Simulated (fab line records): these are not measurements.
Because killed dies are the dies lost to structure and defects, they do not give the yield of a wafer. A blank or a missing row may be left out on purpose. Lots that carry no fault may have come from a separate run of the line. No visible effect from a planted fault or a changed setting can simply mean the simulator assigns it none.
Chamber matching -- flow sky130 -- rieDiel-03 running SKY_VIA2_ETCH_15: 4 sister chambers
The step etches SiO2 in C4F8/O2/Ar, stops on TiN, target depth 546 nm, time 84 s. 8 wafers are shown with their chamber, then 7 later ones without.

EACH WAFER AND ITS CHAMBER
wafer,chamber,rfFwdPowerW (W),oesProductAu (a.u.)
L074.1,0,1480,0.946
L077.6,0,1488,0.934
L082.4,1,1480,0.946
L085.3,1,1488,0.945
L085.4,2,1500,0.935
L085.6,3,1493,0.941
L089.4,3,1493,0.940
L089.5,2,1493,0.932

WAFERS WITHOUT THEIR CHAMBER
wafer,rfFwdPowerW (W),oesProductAu (a.u.)
L089.6,1498,0.937
L093.3,1488,0.940
L093.5,1488,0.940
L093.6,1490,0.938
L094.2,1485,0.944
L094.3,1498,0.943
L094.4,1490,0.947

EACH ONE'S CHAMBER
wafer,from the rows above,in truth
L089.6,can't be placed: 2 or 3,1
L093.3,can't be placed: 0 or 3 or 1 or 2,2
L093.5,can't be placed: 0 or 3 or 1 or 2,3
L093.6,can't be placed: 3 or 0 or 2 or 1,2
L094.2,can't be placed: 1 or 0 or 3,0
L094.3,can't be placed: 3 or 2 or 1 or 0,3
L094.4,can't be placed: 1 or 3 or 0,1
Placed correctly: 0 of 7. Not placeable from these rows: 7 (in 6, the candidates include the true chamber). Placed wrongly: 0.
How it was worked out, from the rows above alone: a wafer's distance from a chamber is the root of the sum, over the readings, of the square of ((its reading less the chamber's mean) divided by the reading's scatter). If the next closest chamber is less than 2 further off than the closest, the wafer can't be placed; otherwise it belongs to the closest. A chamber's mean is the mean of its shown wafers. The scatter: take each reading less its chamber's mean, square it, sum over the shown wafers, divide by the number of wafers less the number of chambers, and take the root.
